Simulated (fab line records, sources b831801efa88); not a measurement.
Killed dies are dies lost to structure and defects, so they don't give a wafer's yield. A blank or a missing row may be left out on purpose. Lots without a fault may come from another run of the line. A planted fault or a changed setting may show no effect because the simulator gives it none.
Problem report in the 8D (eight disciplines) form, filled by code | flow gf180mcu | the parts of the form that need people (team, actions taken, sign-off) are left out

1. THE PROBLEM
LVPWELL_RS at GF_VT_IMPLANT_RS_MEAS_48 reads a mean of 1247.7 ohm/sq on 2 wafers of 2 lots; wafers without a fault read 1196.9 ohm/sq with a standard deviation of 2.6. That is +20 standard deviations from the usual mean.
The step: measures by four-point-probe.
First seen on wafer L337.6, day 11 00:10, on film_metro-04. The record holds 36 wafers of 13 lots with a number at this step. Rule for "out", or "out of limits": more than 4 standard deviations from the usual mean. The other wafers with a number count as sound.

2. WHAT IT IS AND WHAT IT IS NOT
question                    | is                           | is not
which readings at this step | LVPWELL_RS                   | -
which lots                  | L337, L338                   | L325, L326, L327, L329, L330, L331, L332, L335, L343, L344, L346
which wafers of those lots  | L337.6, L338.6               | L338.4
read on which gauges        | film_metro-03, film_metro-04 | film_metro-01
when                        | from day 11 00:10            | up to then (24 sound wafers); but 10 sound wafers of L338, L343, L344, L346 came after

3. SUSPECTS, AND WHAT RULES EACH OUT
Counting: a tool at a process step up to the reading stays a suspect if it ran every lot that is out. Sound lots after the first of them don't rule it out here, since some wafers of a struck lot are sound.
- the gauge at GF_VT_IMPLANT_RS_MEAS_48: ruled out. The wafers that are out were read on 2 gauges (film_metro-03, film_metro-04).
- implanter-04 at GF_LVPWELL_IMPLANT_09: kept. It ran every lot that is out, first L337 (day 6 17:41); its last sound lot up to then is L335 (day 6 10:26).
Left after counting: implanter-04 at GF_LVPWELL_IMPLANT_09.

4. THE CAUSE (what the simulator had put in)
Process parameter drift: implanter-04, from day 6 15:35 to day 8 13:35, at GF_LVPWELL_IMPLANT_09. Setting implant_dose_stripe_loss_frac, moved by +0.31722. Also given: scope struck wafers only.
Counting left only this tool.

5. THE CHAIN OF EFFECTS, in route order
Each row: a reading whose mean over the struck wafers that have a number lies more than 3 standard deviations from the usual. Only readings for which the record gives a usual standard deviation are gone through. hours: the time from each lot's start at the first step in this table that gives one to its start at this step, as a median over the lots. sigmas: the change in usual standard deviations.
hours | step                     | reading    | usual         | on struck wafers | change | sigmas
0     | GF_VT_IMPLANT_RS_MEAS_48 | LVPWELL_RS | 1196.9 ohm/sq | 1247.7           | +50.8  | +20
Later measuring or inspecting steps at which every struck wafer that the step has a row for has a number for every such reading, and none has moved that far: GF_VT_IMPLANT_RS_MEAS_49, GF_POLY_GATE_CD_MEAS_10.

6. WHAT WOULD HAVE CAUGHT IT SOONER
In this record the first reading out of limits at a measuring or inspecting step was taken at day 11 00:10, 105 hours after the fault began at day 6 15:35.
Of the tool readings at GF_LVPWELL_IMPLANT_09 for which the record gives a usual standard deviation, none was out on any struck wafer, so an alarm limit of 4 standard deviations on them would not have fired.
All the lots that are out (2) had begun GF_LVPWELL_IMPLANT_09 on implanter-04 by day 11 00:10. A hold on the tool at that time would have spared none of them.
